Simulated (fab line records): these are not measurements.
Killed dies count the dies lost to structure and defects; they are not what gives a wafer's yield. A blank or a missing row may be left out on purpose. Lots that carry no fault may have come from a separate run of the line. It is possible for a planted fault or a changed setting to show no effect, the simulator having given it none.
What tool caused it? :: flow sfqLine :: 7 lots, 21 wafers sampled, at 2 steps of a route of 325

## WHAT THE GAUGES READ, wafer by wafer
SFQ_L0_RS_MEAS_901: measures by four-point-probe.
lot: L565
measured: day 2 03:34
on: filmMetro-02
L0_MONX_KI_RS (ohm/sq): 42.9 42.9 43.1

lot: L567
measured: day 2 13:37
on: filmMetro-02
L0_MONX_KI_RS (ohm/sq): 43.5 42.9 43.6

lot: L569
measured: day 2 23:34
on: filmMetro-01
L0_MONX_KI_RS (ohm/sq): 42.8 43.4 43.9

lot: L571
measured: day 3 09:34
on: filmMetro-01
L0_MONX_KI_RS (ohm/sq): 42.9 43.7 43.4

lot: L574
measured: day 4 00:35
on: filmMetro-04
L0_MONX_KI_RS (ohm/sq): 43.4 43.6 43.6

lot: L577
measured: day 4 15:36
on: filmMetro-02
L0_MONX_KI_RS (ohm/sq): 43.5 29.3 43.4 43.4 29.3 43.4

lot: L582
measured: day 5 16:35
on: filmMetro-04
L0_MONX_KI_RS (ohm/sq): 43.9 44.5 43.7

## WHAT TOOL EACH LOT RAN ON (gives the tool, then ch and the chambers of the sampled wafers, and finally the start)
lot: L565
SFQ_TRILAYER_L0_DEP_SPUTTER_003: pvdSputter-06, day 2 03:29

lot: L567
SFQ_TRILAYER_L0_DEP_SPUTTER_003: pvdSputter-03, day 2 13:29

lot: L569
SFQ_TRILAYER_L0_DEP_SPUTTER_003: pvdSputter-03, day 2 23:29

lot: L571
SFQ_TRILAYER_L0_DEP_SPUTTER_003: pvdSputter-03, day 3 09:29

lot: L574
SFQ_TRILAYER_L0_DEP_SPUTTER_003: pvdSputter-05, day 4 00:29

lot: L577
SFQ_TRILAYER_L0_DEP_SPUTTER_003: pvdSputter-03, day 4 15:29

lot: L582
SFQ_TRILAYER_L0_DEP_SPUTTER_003: pvdSputter-06, day 5 16:29
- SFQ_TRILAYER_L0_DEP_SPUTTER_003: material MoNx KI, target thk 40 nm, time 100 s.

## THE ANSWER, worked out from the rows above alone
Rule: the lots themselves supply what counts as usual. The widest of any qualifying gaps counts: lots, ordered by their means at a reading, are off when they make up no more than a third of the lots, leave a main group of 4 or more, and stand apart from it by 3 or more times the standard deviation of that group's means. A main group whose means are all the same, to the digits that the tables above print for the reading, isn't used. A lot without any number at a reading at which 4 lots or more have one is off too. The other lots that the step has rows for count as sound.
Off: at SFQ_L0_RS_MEAS_901 (L0_MONX_KI_RS), L577. The main group: mean 43.4 ohm/sq, standard deviation 0.32.
A tool fits if, at a process step before that reading, it ran every lot that is off, and no sound lot after the first of them. Gauges at SFQ_L0_RS_MEAS_901: tried the same way as those tools. Can't be told from this: 2 tools fit, pvdSputter-03 at SFQ_TRILAYER_L0_DEP_SPUTTER_003, filmMetro-02 at SFQ_L0_RS_MEAS_901.

## WHAT THE SIMULATOR PUT IN
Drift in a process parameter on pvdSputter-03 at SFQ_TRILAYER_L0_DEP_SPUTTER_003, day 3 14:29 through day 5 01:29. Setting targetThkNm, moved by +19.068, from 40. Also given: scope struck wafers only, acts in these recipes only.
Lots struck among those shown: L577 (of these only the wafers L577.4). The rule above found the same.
